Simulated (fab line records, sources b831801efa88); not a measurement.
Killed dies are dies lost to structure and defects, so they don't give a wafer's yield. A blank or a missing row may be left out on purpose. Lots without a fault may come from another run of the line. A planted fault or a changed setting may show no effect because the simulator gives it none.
fab line records | flow gf180mcu
record lots=5 wafers=15 last_day=34
route steps=602 shown V1@361 M2@362 V2@382
lots that met no fault: from a run of the same line without faults
start_h: hours from the record's first day to the start of the lot's first wafer shown | wait_h: hours since the lot's step before | " the same as in the row above | L1.1+2: a row that stands for several wafers | - no value, or no start given | * or withheld: withheld | < > ~ a bound
route shown NAME@n: a module of which the file shows steps, and the number in the route of the first | usual: mean/standard deviation of fault-free wafers | same: alike in all rows | chamber/n: place in a boat | sites: the reading at each site | _std_site: their standard deviation | _edge_site: outer sites' mean less inner sites' | radius_mm: how far each site lies from the wafer's centre | mask NAME#n: copy n | behind: the tool/chamber that last shaped the wafer | hold: why the lot was held/for how many hours/how that ended | device: the transistor (n, p or np) that didn't switch | end of line: the same wafers' tests at the end of the route | a step without rows: its recipe alone | killed: dies lost to structure and defects at the first sort, not the wafer's yield | map: a wafer's dies, x killed, . not, _ none there
set.NAME: the setting as run; set.NAME@STEP: as run at that earlier step | model.NAME: the simulator's own value behind a step, which no gauge read
lots at some steps of the route; a table a step, a row a wafer
services: from which hour (start_h, from the record's first day; less than 0 if before it) a tool's chamber was out of use, for how many hours, and why
## steps
# step GF_V1_CMP_26
# recipe stop_on=SiO2 down_force_psi=3.5 platen_rpm=60 t_overpolish_s=15 target_thk_nm=0 pad_velocity_m_s=0.94248
# usual motor_current_A=10.5/1 overpolish_run_s=14.999/0.0092 time_to_endpoint_s=85/3
# same t_overpolish_s=15
# columns lot.wafer tool chamber start_h wait_h motor_current_A overpolish_run_s time_to_endpoint_s
L079.2 cmp-01 1 459.73 0.0 9.3 14.992 80
L079.1 " 3 " " 10.0 15.013 90
L079.4 " 0 " " 11.8 14.986 87
L080.3 cmp-02 2 469.92 0.1 10.7 14.992 90
L080.1 " 3 " " 11.0 14.997 84
L080.6 " 1 " " 12.3 15.010 89
L084.3 cmp-01 0 505.33 0.0 11.7 15.013 86
L084.1 " 2 " " 10.8 14.997 82
L084.4 " 3 " " 10.4 14.996 86
L090.1 cmp-01 1 555.53 0.1 9.1 14.987 83
L090.4 " 3 " " 10.0 14.994 84
L090.5 " 1 " " 9.1 14.994 85
L097.1 cmp-02 3 602.29 0.1 10.5 14.996 87
L097.3 " 0 " " 9.6 14.986 85
L097.2 " 1 " " 12.1 14.992 89
# step GF_M2_SPUTTER_00
# recipe material=Ti target_thk_nm=37.5 arriving_ion_energy_ev=80 substrate_temp_c=200 chamber_pressure_pa=2 power_w=4000 time_s=150
# usual throttle_valve_pct=29.8/1.1
# columns lot.wafer tool chamber start_h wait_h throttle_valve_pct
L079.1 pvd_sputter-04 - 460.03 0.1 27.3
L079.2 " - " " 29.7
L079.4 " - " " 30.8
L080.1 pvd_sputter-02 - 470.17 0.1 29.9
L080.3 " - " " 29.8
L080.6 " - " " 30.1
L084.1 pvd_sputter-04 - 505.63 0.1 30.5
L084.3 " - " " 30.4
L084.4 " - " " 29.7
L090.1 pvd_sputter-02 - 555.83 0.2 30.2
L090.4 " - " " 30.0
L090.5 " - " " 29.6
L097.1 pvd_sputter-03 - 602.54 0.2 28.9
L097.2 " - " " 30.7
L097.3 " - " " 31.2
# step GF_M2_SPUTTER_01
# recipe material=TiN target_thk_nm=30 power_w=6500 time_s=25 chamber_pressure_pa=0.4
# usual throttle_valve_pct=29.8/1.1
# columns lot.wafer tool chamber start_h wait_h throttle_valve_pct
L079.1 pvd_sputter-04 - 460.13 0.1 27.1
L079.2 " - " " 29.6
L079.4 " - " " 30.6
L080.1 pvd_sputter-02 - 470.27 0.1 29.9
L080.3 " - " " 29.6
L080.6 " - " " 30.6
L084.1 pvd_sputter-04 - 505.73 0.1 31.0
L084.3 " - " " 30.4
L084.4 " - " " 29.7
L090.1 pvd_sputter-02 - 555.93 0.1 30.4
L090.4 " - " " 30.0
L090.5 " - " " 30.0
L097.1 pvd_sputter-03 - 602.64 0.1 28.8
L097.2 " - " " 30.7
L097.3 " - " " 31.2
# step GF_M2_SPUTTER_02
# recipe material=AlCu target_thk_nm=450 power_w=10600 time_s=23.9 chamber_pressure_pa=0.4
# usual throttle_valve_pct=29.8/1.1
# columns lot.wafer tool chamber start_h wait_h throttle_valve_pct
L079.1 pvd_sputter-04 - 460.16 0.0 27.4
L079.2 " - " " 29.7
L079.4 " - " " 30.7
L080.1 pvd_sputter-02 - 470.30 0.0 30.2
L080.3 " - " " 30.2
L080.6 " - " " 30.3
L084.1 pvd_sputter-04 - 505.76 0.0 30.7
L084.3 " - " " 30.4
L084.4 " - " " 29.9
L090.1 pvd_sputter-02 - 555.96 0.0 30.4
L090.4 " - " " 30.0
L090.5 " - " " 29.8
L097.1 pvd_sputter-03 - 602.67 0.0 29.0
L097.2 " - " " 30.7
L097.3 " - " " 31.1
# step GF_M2_SPUTTER_03
# recipe material=Ti target_thk_nm=10 substrate_temp_c=300 chamber_pressure_pa=0.3 power_w=3000 time_s=6.7
# usual throttle_valve_pct=29.8/1.1
# columns lot.wafer tool chamber start_h wait_h throttle_valve_pct
L079.1 pvd_sputter-04 - 460.19 0.0 27.1
L079.2 " - " " 29.6
L079.4 " - " " 30.6
L080.1 pvd_sputter-02 - 470.33 0.0 29.9
L080.3 " - " " 30.1
L080.6 " - " " 30.3
L084.1 pvd_sputter-04 - 505.79 0.0 30.5
L084.3 " - " " 30.3
L084.4 " - " " 29.7
L090.1 pvd_sputter-02 - 555.99 0.0 30.4
L090.4 " - " " 30.0
L090.5 " - " " 29.8
L097.1 pvd_sputter-03 - 602.70 0.0 28.8
L097.2 " - " " 30.7
L097.3 " - " " 31.2
# step GF_M2_SPUTTER_04
# recipe material=TiN target_thk_nm=50 power_w=6500 time_s=41.7 chamber_pressure_pa=0.4
# usual throttle_valve_pct=29.8/1.1
# columns lot.wafer tool chamber start_h wait_h throttle_valve_pct
L079.1 pvd_sputter-04 - 460.21 0.0 27.2
L079.2 " - " " 29.7
L079.4 " - " " 30.8
L080.1 pvd_sputter-02 - 470.35 0.0 29.9
L080.3 " - " " 30.0
L080.6 " - " " 30.5
L084.1 pvd_sputter-04 - 505.81 0.0 30.7
L084.3 " - " " 30.3
L084.4 " - " " 29.6
L090.1 pvd_sputter-02 - 556.01 0.0 30.4
L090.4 " - " " 30.1
L090.5 " - " " 29.7
L097.1 pvd_sputter-03 - 602.72 0.0 29.0
L097.2 " - " " 30.5
L097.3 " - " " 31.3
# step GF_M2_RS_MEAS_05
# recipe thk_meas_gauge=four-point-probe reads=TiN_of_M2_SPUTTER_04+Ti_of_M2_SPUTTER_03+AlCu_of_M2_SPUTTER_02+TiN_of_M2_SPUTTER_01+Ti_of_M2_SPUTTER_00
# usual M2_ALCU_RS=0.0699/0.00081
# columns lot.wafer tool chamber start_h wait_h M2_ALCU_RS[ohm/sq]
L079.1 film_metro-01 - 460.25 0.0 0.0690
L079.2 " - " " 0.0703
L079.4 " - " " 0.0699
L080.1 film_metro-01 - 470.39 0.0 0.0702
L080.3 " - " " 0.0689
L080.6 " - " " 0.0692
L084.1 film_metro-03 - 505.85 0.0 0.0705
L084.3 " - " " 0.0691
L084.4 " - " " 0.0699
L090.1 film_metro-04 - 556.05 0.0 0.0695
L090.4 " - " " 0.0694
L090.5 " - " " 0.0676
L097.1 film_metro-03 - 602.76 0.0 0.0700
L097.2 " - " " 0.0702
L097.3 " - " " 0.0707
# step GF_M2_THK_MEAS_06
# recipe thk_meas_gauge=xrf reads=AlCu_of_M2_SPUTTER_02
# usual M2_ALCU_THK=452/5.8
# columns lot.wafer tool chamber start_h wait_h M2_ALCU_THK[nm]
L079.1 film_metro-01 - 460.37 0.1 459
L079.2 " - " " 449
L079.4 " - " " 452
L080.1 film_metro-01 - 470.51 0.1 453
L080.3 " - " " 461
L080.6 " - " " 459
L084.1 film_metro-03 - 505.97 0.1 448
L084.3 " - " " 457
L084.4 " - " " 451
L090.1 film_metro-04 - 556.17 0.1 452
L090.4 " - " " 452
L090.5 " - " " 464
L097.1 film_metro-03 - 602.88 0.1 449
L097.2 " - " " 447
L097.3 " - " " 449
# step GF_M2_DEHYDRATE_07
# recipe temp_c=200 time_s=60
# columns lot.wafer tool chamber start_h wait_h
L079.1+2+4 litho_track-04 0 471.72 11.3
L080.1+3+6 litho_track-02 0 481.52 11.0
L084.1+3+4 litho_track-02 0 517.12 11.1
L090.1+4+5 litho_track-04 0 566.67 10.5
L097.1+2+3 litho_track-04 0 612.77 9.9
# step GF_M2_HMDS_08
# recipe prime_time_s=60 prime_temp_c=120
# columns lot.wafer tool chamber start_h wait_h
L079.1+2+4 litho_track-04 0 471.87 0.1
L080.1+3+6 litho_track-02 0 481.67 0.1
L084.1+3+4 litho_track-02 0 517.27 0.1
L090.1+4+5 litho_track-04 0 566.82 0.1
L097.1+2+3 litho_track-04 0 612.92 0.1
# step GF_M2_COAT_09
# recipe resist=KrF spin_rpm=withheld resist_thk_nm=987.5
# columns lot.wafer tool chamber start_h wait_h
L079.1+2+4 litho_track-04 0 472.02 0.1
L080.1+3+6 litho_track-02 0 481.82 0.1
L084.1+3+4 litho_track-02 0 517.42 0.1
L090.1+4+5 litho_track-04 0 566.97 0.1
L097.1+2+3 litho_track-04 0 613.07 0.1
# step GF_M2_SOFTBAKE_10
# recipe temp_c=130 time_s=60 resist=KrF
# columns lot.wafer tool chamber start_h wait_h
L079.1+2+4 litho_track-04 0 472.17 0.1
L080.1+3+6 litho_track-02 0 481.97 0.1
L084.1+3+4 litho_track-02 0 517.57 0.1
L090.1+4+5 litho_track-04 0 567.12 0.1
L097.1+2+3 litho_track-04 0 613.22 0.1
# step GF_M2_EXPOSE_11
# recipe mask_id=Metal2 target_cd_nm=280 na=0.68 source_shape=conventional sigma_outer=0.6 dose_mj=28
# same na=0.68
# columns lot.wafer tool chamber start_h wait_h mask
L079.1+2+4 krf_scanner-01 0 - - Metal2#0
L080.1+3+6 krf_scanner-01 0 - - Metal2#0
L084.1+3+4 krf_scanner-02 0 - - Metal2#0
L090.1+4+5 krf_scanner-01 0 - - Metal2#0
L097.1+2+3 krf_scanner-02 0 - - Metal2#0
# step GF_M2_PEB_12
# recipe peb_temp_c=135 peb_time_s=90 resist=KrF
# columns lot.wafer tool chamber start_h wait_h
L079.1+2+4 litho_track-04 0 - -
L080.1+3+6 litho_track-01 0 - -
L084.1+3+4 litho_track-02 0 - -
L090.1+4+5 litho_track-04 0 - -
L097.1+2+3 litho_track-01 0 - -
# step GF_M2_DEVELOP_13
# recipe develop_time_s=60 dev_temp_c=21
# columns lot.wafer tool chamber start_h wait_h
L079.1+2+4 litho_track-04 0 484.22 0.2
L080.1+3+6 litho_track-01 0 494.19 0.2
L084.1+3+4 litho_track-02 0 529.12 0.2
L090.1+4+5 litho_track-04 0 577.67 0.2
L097.1+2+3 litho_track-01 0 622.58 0.2
# step GF_M2_CD_MEAS_14
# recipe target_cd_nm=280
# usual cd_nm=279.9/1.2
# columns lot.wafer tool chamber start_h wait_h cd_nm
L079.1 cd_sem-01 - 484.37 0.1 279.5
L079.2 " - " " 280.2
L079.4 " - " " 279.7
L080.1 cd_sem-02 - 494.34 0.1 279.2
L080.3 " - " " 279.5
L080.6 " - " " 279.4
L084.1 cd_sem-01 - 529.27 0.1 279.8
L084.3 " - " " 279.2
L084.4 " - " " 279.7
L090.1 cd_sem-01 - 577.82 0.1 280.1
L090.4 " - " " 282.1
L090.5 " - " " 279.6
L097.1 cd_sem-01 - 622.73 0.1 277.9
L097.2 " - " " 278.9
L097.3 " - " " 278.7
# step GF_M2_OVL_MEAS_15
# usual M2_OVL=-1/5.6
# columns lot.wafer tool chamber start_h wait_h M2_OVL[nm]
L079.1 overlay-02 - 484.49 0.1 -7
L079.2 " - " " -6
L079.4 " - " " -5
L080.1 overlay-02 - 494.46 0.1 5
L080.3 " - " " 9
L080.6 " - " " 8
L084.1 overlay-01 - 529.39 0.1 5
L084.3 " - " " 6
L084.4 " - " " 8
L090.1 overlay-02 - 577.94 0.1 -9
L090.4 " - " " -11
L090.5 " - " " -9
L097.1 overlay-01 - 622.85 0.1 0
L097.2 " - " " 2
L097.3 " - " " -2
# step GF_M2_METAL_ETCH_16
# recipe chemistry=Cl2/BCl3 mask_material=KrF target_depth_nm=750.8 stop_on=SiO2 pressure_mtorr=8 icp_w=800 bias_w=140 Cl2_flow_sccm=80 bcl3_flow_sccm=40 time_s=125.1
# usual bias_w=140.0/0.41 drypump_motor_current_A=5.5/0.39 oes_product_au=0.991/0.0049 throttle_valve_pct=28.228/0.009
# columns lot.wafer tool chamber start_h wait_h bias_w drypump_motor_current_A oes_product_au rf_hours_counter_h throttle_valve_pct
L079.1 rie_metal-01 1 484.53 0.0 139.8 6.0 0.991 11 28.234
L079.2 " 1 " " 140.3 6.0 0.993 - 28.235
L079.4 " 1 " " 139.7 6.0 0.996 - 28.232
L080.1 rie_metal-03 1 494.49 0.0 140.1 5.4 0.996 9 28.240
L080.3 " 0 " " 139.0 4.9 0.994 - 28.241
L080.6 " 0 " " 139.3 4.9 0.982 - 28.231
L084.1 rie_metal-03 1 529.42 0.0 140.2 5.4 0.990 10 28.218
L084.3 " 0 " " 139.9 4.9 0.984 - 28.224
L084.4 " 1 " " 139.8 5.4 0.990 - 28.231
L090.1 rie_metal-02 1 577.98 0.0 140.6 5.9 0.989 4 28.236
L090.4 " 1 " " 139.6 5.9 0.994 - 28.236
L090.5 " 0 " " 139.8 5.3 0.992 - 28.238
L097.1 rie_metal-01 1 622.89 0.0 140.0 6.0 1.000 1 28.230
L097.2 " 0 " " 139.0 5.7 0.991 4 28.217
L097.3 " 0 " " 139.9 5.8 0.990 - 28.236
# step GF_M2_STRIP_17
# recipe chemistry=O2/N2 power_w=1400 pressure_mtorr=1500 platen_temp_c=250 o2_flow_sccm=3000 n2_flow_sccm=300 overash_fraction=0.5
# usual drypump_motor_current_A=5.6/0.31 heater_power_w=360/24 oes_product_au=0.532/0.0048 strip_time_to_endpoint_s=7.26/0.041
# same overash_fraction=0.5
# columns lot.wafer tool chamber start_h wait_h drypump_motor_current_A heater_power_w oes_product_au rf_hours_counter_h strip_time_to_endpoint_s
L079.1 plasma_asher-01 1 484.79 0.2 5.7 333 0.529 6 7.23
L079.2 " 0 " " 5.1 352 0.534 6 7.23
L079.4 " 0 " " 5.0 350 0.534 - 7.23
L080.1 plasma_asher-04 0 494.62 0.1 5.7 411 0.534 37 7.26
L080.3 " 1 " " 5.6 361 0.536 - 7.30
L080.6 " 1 " " 5.6 362 0.530 - 7.28
L084.1 plasma_asher-04 1 529.55 0.1 5.6 351 0.530 41 7.14
L084.3 " 0 " " 5.7 405 0.525 - 7.21
L084.4 " 1 " " 5.6 363 0.525 - 7.20
L090.1 plasma_asher-01 1 578.11 0.1 5.7 329 0.537 15 7.26
L090.4 " 0 " " 5.1 341 0.533 - 7.29
L090.5 " 1 " " 5.7 339 0.532 - 7.31
L097.1 plasma_asher-01 1 623.02 0.1 5.7 328 0.528 20 7.27
L097.2 " 0 " " 5.1 345 0.537 20 7.28
L097.3 " 0 " " 5.1 346 0.528 - 7.33
# step GF_M2_STRIP_18
# recipe chemistry=post_etch_residue_remover time_s=1200 temp_c=72.5
# columns lot.wafer tool chamber start_h wait_h
L079.1+2+4 wet_bench-04 2 484.89 0.1
L080.1+3+6 wet_bench-01 0 494.72 0.1
L084.1+3+4 wet_bench-04 0 529.65 0.1
L090.1+4+5 wet_bench-03 2 578.21 0.1
L097.1+2+3 wet_bench-01 3 623.12 0.1
# step GF_M2_CLEAN_19
# recipe chemistry=DIW dry=n2_spin
# columns lot.wafer tool chamber start_h wait_h
L079.1+2+4 wet_bench-01 2 485.23 0.0
L080.1+3+6 wet_bench-03 3 495.06 0.0
L084.1+3+4 wet_bench-01 1 529.99 0.0
L090.1+4+5 wet_bench-04 1 578.58 0.0
L097.1+2+3 wet_bench-03 1 623.46 0.0
# step GF_V2_CVD_00
# recipe material=SiO2 target_thk_nm=600 sigma_open_frac=0.3 temp_c=400 time_s=100 sih4_flow_sccm=60 pressure_mtorr=6
# columns lot.wafer tool chamber start_h wait_h
L079.1+2+4 hdpcvd-01 2,0,0 485.33 0.0
L080.1+3+6 hdpcvd-02 0,2,1 495.15 0.0
L084.1+3+4 hdpcvd-02 1,2,2 530.09 0.0
L090.1+4+5 hdpcvd-01 0,0,2 578.67 0.0
L097.1+2+3 hdpcvd-02 2,1,2 623.55 0.0
# step GF_V2_THK_MEAS_01
# recipe reads=SiO2_of_V2_CVD_00
# usual V2_CVD_00_THK=598/7.2
# columns lot.wafer tool chamber start_h wait_h V2_CVD_00_THK[nm]
L079.1 film_metro-02 - 485.40 0.0 610
L079.2 " - " " 596
L079.4 " - " " 594
L080.1 film_metro-02 - 495.23 0.0 594
L080.3 " - " " 592
L080.6 " - " " 595
L084.1 film_metro-02 - 530.16 0.0 592
L084.3 " - " " 589
L084.4 " - " " 586
L090.1 film_metro-01 - 578.74 0.0 607
L090.4 " - " " 606
L090.5 " - " " 617
L097.1 film_metro-01 - 623.66 0.1 599
L097.2 " - " " 598
L097.3 " - " " 596
# step GF_V2_CVD_02
# recipe material=SiO2 target_thk_nm=850 precursor=TEOS temp_c=400 time_s=94.851 rf_w=600
# usual heater_power_w=651/71
# columns lot.wafer tool chamber start_h wait_h heater_power_w
L079.1 pecvd-02 0 485.46 0.1 618
L079.2 " 1 " " 586
L079.4 " 0 " " 634
L080.1 pecvd-03 1 495.29 0.1 748
L080.3 " 0 " " 791
L080.6 " 2 " " 574
L084.1 pecvd-02 1 530.22 0.1 629
L084.3 " 0 " " 615
L084.4 " 1 " " 682
L090.1 pecvd-01 2 578.80 0.1 564
L090.4 " 2 " " 633
L090.5 " 1 " " 591
L097.1 pecvd-02 2 623.72 0.1 609
L097.2 " 0 " " 578
L097.3 " 1 " " 609
# step GF_V2_THK_MEAS_03
# recipe reads=SiO2_of_V2_CVD_02
# usual V2_CVD_02_THK=851/10
# columns lot.wafer tool chamber start_h wait_h V2_CVD_02_THK[nm]
L079.1 film_metro-01 - 485.53 0.0 841
L079.2 " - " " 838
L079.4 " - " " 853
L080.1 film_metro-01 - 495.36 0.0 834
L080.3 " - " " 849
L080.6 " - " " 854
L084.1 film_metro-03 - 530.29 0.0 850
L084.3 " - " " 841
L084.4 " - " " 857
L090.1 film_metro-02 - 578.87 0.0 820
L090.4 " - " " 833
L090.5 " - " " 854
L097.1 film_metro-03 - 623.79 0.0 851
L097.2 " - " " 850
L097.3 " - " " 847
# step GF_V2_CMP_04
# recipe material=SiO2 down_force_psi=4 platen_rpm=60 pad_velocity_m_s=0.94248
# usual motor_current_A=11.6/1.1 time_to_endpoint_s=77/5
# columns lot.wafer tool chamber start_h wait_h motor_current_A time_to_endpoint_s
L079.4 cmp-01 2 485.59 0.0 11.8 72
L079.2 " 3 " " 11.3 72
L079.1 " 1 " " 9.7 70
L080.3 cmp-01 2 495.52 0.1 11.3 73
L080.1 " 3 " " 11.2 71
L080.6 " 0 " " 12.9 75
L084.1 cmp-01 1 530.35 0.1 10.1 74
L084.4 " 3 " " 11.3 81
L084.3 " 0 " " 12.6 72
L090.4 cmp-01 3 578.93 0.0 11.1 69
L090.1 " 1 " " 9.9 65
L090.5 " 3 " " 11.7 77
L097.2 cmp-02 0 623.85 0.0 10.6 75
L097.3 " 1 " " 13.5 77
L097.1 " 3 " " 11.7 78
# step GF_V2_BOW_MEAS_05
# recipe mode=bow
# usual V2_BOW=100/7.8
# columns lot.wafer tool chamber start_h wait_h V2_BOW[um]
L079.1 film_metro-03 - 485.89 0.1 103
L079.2 " - " " 107
L079.4 " - " " 106
L080.1 film_metro-02 - 495.72 0.1 98
L080.3 " - " " 105
L080.6 " - " " 114
L084.1 film_metro-01 - 530.65 0.2 109
L084.3 " - " " 103
L084.4 " - " " 100
L090.1 film_metro-01 - 579.23 0.1 110
L090.4 " - " " 92
L090.5 " - " " 95
L097.1 film_metro-01 - 624.15 0.1 102
L097.2 " - " " 96
L097.3 " - " " 112
# step GF_V2_DEHYDRATE_06
# recipe temp_c=200 time_s=60
# columns lot.wafer tool chamber start_h wait_h
L079.1+2+4 litho_track-03 0 497.15 11.2
L080.1+3+6 litho_track-01 0 506.64 10.9
L084.1+3+4 litho_track-03 0 541.35 10.7
L090.1+4+5 litho_track-04 0 589.47 10.2
L097.1+2+3 litho_track-04 0 633.57 9.4
# step GF_V2_HMDS_07
# recipe prime_time_s=60 prime_temp_c=120
# columns lot.wafer tool chamber start_h wait_h
L079.1+2+4 litho_track-03 0 497.30 0.1
L080.1+3+6 litho_track-01 0 506.79 0.1
L084.1+3+4 litho_track-03 0 541.50 0.1
L090.1+4+5 litho_track-04 0 589.62 0.1
L097.1+2+3 litho_track-04 0 633.72 0.1
# step GF_V2_COAT_08
# recipe resist=BARC temp_c=withheld time_s=withheld spin_rpm=withheld resist_thk_nm=withheld
# columns lot.wafer tool chamber start_h wait_h
L079.1+2+4 litho_track-03 0 497.45 0.1
L080.1+3+6 litho_track-01 0 506.94 0.1
L084.1+3+4 litho_track-03 0 541.65 0.1
L090.1+4+5 litho_track-04 0 589.77 0.1
L097.1+2+3 litho_track-04 0 633.87 0.1
# step GF_V2_COAT_09
# recipe resist=KrF spin_rpm=withheld resist_thk_nm=1000
# columns lot.wafer tool chamber start_h wait_h
L079.1+2+4 litho_track-03 0 - -
L080.1+3+6 litho_track-01 0 - -
L084.1+3+4 litho_track-03 0 - -
L090.1+4+5 litho_track-04 0 - -
L097.1+2+3 litho_track-04 0 - -
# step GF_V2_SOFTBAKE_10
# recipe temp_c=130 time_s=60 resist=KrF
# columns lot.wafer tool chamber start_h wait_h
L079.1+2+4 litho_track-03 0 - -
L080.1+3+6 litho_track-01 0 - -
L084.1+3+4 litho_track-03 0 - -
L090.1+4+5 litho_track-04 0 - -
L097.1+2+3 litho_track-04 0 - -
# step GF_V2_EXPOSE_11
# recipe mask_id=Via2 target_cd_nm=260 na=0.68 source_shape=conventional sigma_outer=0.6 dose_mj=38
# same na=0.68
# columns lot.wafer tool chamber start_h wait_h mask
L079.1+2+4 krf_scanner-01 0 - - Via2#0
L080.1+3+6 krf_scanner-02 0 - - Via2#0
L084.1+3+4 krf_scanner-01 0 - - Via2#0
L090.1+4+5 krf_scanner-01 0 - - Via2#0
L097.1+2+3 krf_scanner-01 0 - - Via2#0
# step GF_V2_PEB_12
# recipe peb_temp_c=135 peb_time_s=90 resist=KrF
# columns lot.wafer tool chamber start_h wait_h
L079.1+2+4 litho_track-04 0 - -
L080.1+3+6 litho_track-01 0 - -
L084.1+3+4 litho_track-01 0 - -
L090.1+4+5 litho_track-04 0 - -
L097.1+2+3 litho_track-04 0 - -
# step GF_V2_DEVELOP_13
# recipe develop_time_s=60 resist=KrF dev_temp_c=21
# columns lot.wafer tool chamber start_h wait_h
L079.1+2+4 litho_track-04 0 509.37 0.2
L080.1+3+6 litho_track-01 0 518.94 0.2
L084.1+3+4 litho_track-01 0 553.43 0.2
L090.1+4+5 litho_track-04 0 600.57 0.2
L097.1+2+3 litho_track-04 0 643.67 0.2
# step GF_V2_CD_MEAS_14
# recipe target_cd_nm=260
# usual cd_nm=260.1/1.3
# columns lot.wafer tool chamber start_h wait_h cd_nm
L079.1 cd_sem-02 - 509.52 0.1 259.9
L079.2 " - " " 260.1
L079.4 " - " " 260.2
L080.1 cd_sem-02 - 519.09 0.1 260.4
L080.3 " - " " 260.9
L080.6 " - " " 259.9
L084.1 cd_sem-02 - 553.58 0.1 260.7
L084.3 " - " " 260.7
L084.4 " - " " 259.8
L090.1 cd_sem-01 - 600.80 0.2 260.0
L090.4 " - " " 260.1
L090.5 " - " " 259.5
L097.1 cd_sem-02 - 643.82 0.1 260.5
L097.2 " - " " 259.4
L097.3 " - " " 258.4
# step GF_V2_OVL_MEAS_15
# usual V2_OVL=-3/6.6
# columns lot.wafer tool chamber start_h wait_h V2_OVL[nm]
L079.1 overlay-02 - 509.64 0.1 -3
L079.2 " - " " -2
L079.4 " - " " -5
L080.1 overlay-01 - 519.21 0.1 -4
L080.3 " - " " -4
L080.6 " - " " -3
L084.1 overlay-01 - 553.70 0.1 -6
L084.3 " - " " -4
L084.4 " - " " 1
L090.1 overlay-01 - 600.92 0.1 0
L090.4 " - " " 2
L090.5 " - " " -10
L097.1 overlay-02 - 643.94 0.1 -7
L097.2 " - " " -6
L097.3 " - " " 1
# step GF_V2_ETCH_16
# recipe chemistry=N2/H2 target_depth_a=withheld overetch_a=withheld time_s=withheld target=BARC ion_energy_ev=200 source_w=500 bias_w=100 pressure_mtorr=30 n2_flow_sccm=100 h2_flow_sccm=200
# usual bias_w=100.0/0.33 drypump_motor_current_A=5.9/0.37 oes_product_au=0.854/0.0048 throttle_valve_pct=13.226/0.008
# columns lot.wafer tool chamber start_h wait_h bias_w drypump_motor_current_A oes_product_au throttle_valve_pct
L079.1 rie_diel-01 0 509.68 0.0 100.1 5.7 0.854 13.220
L079.2 " 2 " " 100.1 6.1 0.851 13.239
L079.4 " 3 " " 99.9 5.7 0.853 13.229
L080.1 rie_diel-04 2 519.24 0.0 100.3 5.7 0.854 13.235
L080.3 " 3 " " 100.5 6.3 0.851 13.229
L080.6 " 1 " " 99.8 6.5 0.845 13.227
L084.1 rie_diel-04 1 553.74 0.0 100.1 6.5 0.858 13.226
L084.3 " 2 " " 100.2 5.6 0.858 13.223
L084.4 " 1 " " 100.6 6.5 0.851 13.247
L090.1 rie_diel-03 3 600.96 0.0 99.7 5.4 0.848 13.225
L090.4 " 0 " " 99.4 5.6 0.864 13.222
L090.5 " 0 " " 99.3 5.6 0.858 13.235
L097.1 rie_diel-01 3 643.98 0.0 99.8 5.7 0.845 13.239
L097.2 " 1 " " 99.6 5.9 0.857 13.207
L097.3 " 2 " " 100.0 6.0 0.856 13.232
# step GF_V2_ETCH_17
# recipe chemistry=C4F8/O2/Ar mask_material=KrF target=SiO2 stop_on=TiN source_w=1500 bias_w=1200 pressure_mtorr=40 c4f8_flow_sccm=withheld O2_flow_sccm=6 Ar_flow_sccm=300 time_s=withheld target_depth_a=6300
# usual bias_w=1200/3.5 oes_product_au=0.862/0.0048
# columns lot.wafer tool chamber start_h wait_h bias_w oes_product_au
L079.1 rie_diel-01 3 - - 1203 0.854
L079.2 " 0 " " 1198 0.867
L079.4 " 3 " " 1208 0.857
L080.1 rie_diel-04 2 - - 1203 0.862
L080.3 " 3 " " 1198 0.854
L080.6 " 1 " " 1196 0.864
L084.1 rie_diel-04 1 - - 1202 0.858
L084.3 " 2 " " 1207 0.862
L084.4 " 1 " " 1206 0.858
L090.1 rie_diel-03 3 - - 1198 0.860
L090.4 " 0 " " 1205 0.864
L090.5 " 0 " " 1201 0.859
L097.1 rie_diel-01 3 - - 1202 0.856
L097.2 " 1 " " 1199 0.861
L097.3 " 2 " " 1198 0.858
# step GF_V2_STRIP_18
# recipe chemistry=O2/N2 power_w=1400 pressure_mtorr=1500 platen_temp_c=250 o2_flow_sccm=3000 n2_flow_sccm=300 overash_fraction=0.5
# usual drypump_motor_current_A=5.6/0.33 heater_power_w=356/24 oes_product_au=0.593/0.0047
# same overash_fraction=0.5
# columns lot.wafer tool chamber start_h wait_h drypump_motor_current_A heater_power_w oes_product_au rf_hours_counter_h
L079.1 plasma_asher-01 1 509.85 - 5.7 332 0.594 8
L079.2 " 0 " " 5.1 350 0.583 8
L079.4 " 0 " " 5.1 347 0.594 -
L080.1 plasma_asher-01 1 519.37 - 5.7 322 0.594 9
L080.3 " 1 " " 5.7 342 0.589 -
L080.6 " 1 " " 5.7 330 0.591 -
L084.1 plasma_asher-02 0 553.87 - 5.4 365 0.595 78
L084.3 " 0 " " 5.4 362 0.591 -
L084.4 " 1 " " 6.1 339 0.600 -
L090.1 plasma_asher-02 1 601.09 - 6.1 346 0.590 84
L090.4 " 1 " " 6.1 341 0.592 -
L090.5 " 1 " " 6.1 344 0.590 -
L097.1 plasma_asher-01 0 644.11 - 5.1 355 0.596 22
L097.2 " 1 " " 5.7 331 0.586 22
L097.3 " 0 " " 5.1 354 0.589 -
# step GF_V2_STRIP_19
# recipe chemistry=post_etch_residue_remover time_s=1200 temp_c=72.5
# columns lot.wafer tool chamber start_h wait_h
L079.1+2+4 wet_bench-03 0 509.95 0.1
L080.1+3+6 wet_bench-02 2 519.47 0.1
L084.1+3+4 wet_bench-03 1 553.97 0.1
L090.1+4+5 wet_bench-03 2 601.19 0.1
L097.1+2+3 wet_bench-04 0 644.21 0.1
# step GF_V2_CLEAN_20
# recipe chemistry=DIW dry=n2_spin
# columns lot.wafer tool chamber start_h wait_h
L079.1+2+4 wet_bench-02 0 510.29 0.0
L080.1+3+6 wet_bench-04 3 519.81 0.0
L084.1+3+4 wet_bench-04 3 554.31 0.0
L090.1+4+5 wet_bench-02 3 601.56 0.0
L097.1+2+3 wet_bench-02 3 644.55 0.0
## services
# columns tool chamber start_h hours kind
rie_diel-01 2 444.19 3.7 repair
rie_diel-04 1 444.60 15.0 repair
cmp-01 - 446.25 4.7 repair
krf_scanner-01 - 451.32 21.0 pm
pvd_sputter-03 - 458.79 3.7 repair
pvd_sputter-03 - 460.62 4.5 repair
cmp-01 - 467.97 14.4 pm
krf_scanner-01 - 472.77 0.2 repair
rie_diel-04 1 482.30 10.7 repair
rie_diel-01 2 501.54 3.5 repair
cmp-01 - 506.79 0.5 repair
krf_scanner-01 - 507.71 4.0 pm
krf_scanner-01 - 513.44 1.0 repair
cmp-01 - 522.55 2.2 repair
krf_scanner-01 - 526.47 7.2 pm
pvd_sputter-02 - 532.31 4.7 repair
krf_scanner-01 - 533.67 0.8 pm
pvd_sputter-03 - 541.15 1.8 repair
cmp-01 - 553.33 1.5 repair
krf_scanner-01 - 560.13 1.0 pm
krf_scanner-01 - 591.69 1.3 pm
pvd_sputter-02 - 626.89 1.2 repair
krf_scanner-01 - 635.31 0.1 repair
pvd_sputter-04 - 643.78 1.3 repair
## key
fault none
